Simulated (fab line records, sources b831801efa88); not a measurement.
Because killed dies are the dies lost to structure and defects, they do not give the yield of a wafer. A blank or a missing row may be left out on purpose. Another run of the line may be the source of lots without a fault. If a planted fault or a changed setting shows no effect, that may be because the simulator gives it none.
A struck lot beside a sound one -- flow gf180mcu -- 17 steps out of a route of 602
Sound: the wafers L807.2, L807.4, L807.5. Wafers L829.1, L829.3, L829.5 were the ones struck. The cause comes at the end.
At each step with rows: each side's tool, then ch and its chambers, then its first start. Under that, the readings that differ: sound wafers -- struck wafers -- difference of the means -- sigmas: that difference in standard deviations of wafers without a fault.
alike: readings with means less than 2 such deviations apart, plus words and numbers identical on both sides. not compared: withheld readings, readings lacking a value on some wafer, bounds such as >300 that could conceal the same value, and numbers that have no deviation in the record and whose values overlap.
Wherever a step has rows on one side only, a row that says differs or no value, or a row with sigmas, the two part there. When numbers do not overlap yet have no deviation, they are printed without sigmas and do not part them. A reading that every wafer of one side lacks parts them only if that side has two wafers or more.

GF_VT_IMPLANT_OVL_MEAS_07:
  sound on overlay-02, day 5 20:28; struck on overlay-01, day 11 06:31
  alike: VT_IMPLANT_OVL
after that, 1 step had no rows for these wafers: GF_VT_IMPLANT_IMPLANT_08.
GF_VT_IMPLANT_STRIP_09: strips in O2/N2.
  sound on plasma_asher-03 ch 0,1, day 5 20:38; struck on plasma_asher-02 ch 0,1, day 11 06:42
reading,sound,struck,difference,sigmas
heater_power_w (W),349 402 409,357 293 296,-71,-2
  alike: drypump_motor_current_A, oes_product_au, strip_time_to_endpoint_s
  not compared: rf_hours_counter_h
GF_VT_IMPLANT_TW_MEAS_10:
  sound on film_metro-02, day 5 20:45; struck on film_metro-03, day 11 06:48
reading,sound,struck,difference,sigmas
VT_IMPLANT_TW,557 556 553,569 570 573,+15,+3
then, 7 steps without rows for these wafers: GF_VT_IMPLANT_DEHYDRATE_11 (time 60 s); GF_VT_IMPLANT_HMDS_12 (prime time 60 s); GF_VT_IMPLANT_COAT_13 (resist thk 1000 nm); GF_VT_IMPLANT_SOFTBAKE_14 (time 60 s); GF_VT_IMPLANT_EXPOSE_15 (exposes mask Nwell LV AREA, target cd 860 nm); GF_VT_IMPLANT_PEB_16; GF_VT_IMPLANT_DEVELOP_17 (develop time 60 s).
GF_VT_IMPLANT_OVL_MEAS_18:
  sound on overlay-01, day 6 12:19; struck on overlay-01, day 12 01:34
  alike: VT_IMPLANT_01_OVL
GF_VT_IMPLANT_IMPLANT_19:
  sound on implanter-04 ch 0, day 6 12:22; struck on implanter-04 ch 0, day 12 01:36
reading,sound,struck,difference,sigmas
implant_ion_amu,75 75 75,49 49 49,-26,
model.implant.rp_nm (nm),59.29 59.29 59.29,71.7 71.7 71.7,+12.4,
model.implant.drp_nm (nm),24.08 24.08 24.08,31.48 31.48 31.48,+7.40,
GF_VT_IMPLANT_STRIP_20: strips in O2/N2.
  sound on plasma_asher-03 ch 0,1, day 6 12:29; struck on plasma_asher-02 ch 0,1, day 12 01:45
  alike: drypump_motor_current_A, heater_power_w, oes_product_au, strip_time_to_endpoint_s
  not compared: rf_hours_counter_h
GF_VT_IMPLANT_TW_MEAS_21:
  sound on film_metro-04, day 6 12:36; struck on film_metro-02, day 12 01:51
reading,sound,struck,difference,sigmas
VT_IMPLANT_2_TW,1220 1213 1205,687 687 689,-525,-48
then, 1 step without rows for these wafers: GF_VT_IMPLANT_DEHYDRATE_22 (time 60 s).
-- the record jumps here: 23 days lie between the struck wafers' starts before and after (it left off in module VT_IMPLANT and takes up again in module PASSIVATION, whose first step shown is number 602 of the route) --
GF_PASSIVATION_PROBE_99:
  rows exist in the record for the struck wafers here (prober-02, day 34 17:38), but not for the sound ones

## WHERE THEY PART
Earliest at GF_VT_IMPLANT_STRIP_09; latest, in this record, at GF_PASSIVATION_PROBE_99.

WHY: what the simulator had put in
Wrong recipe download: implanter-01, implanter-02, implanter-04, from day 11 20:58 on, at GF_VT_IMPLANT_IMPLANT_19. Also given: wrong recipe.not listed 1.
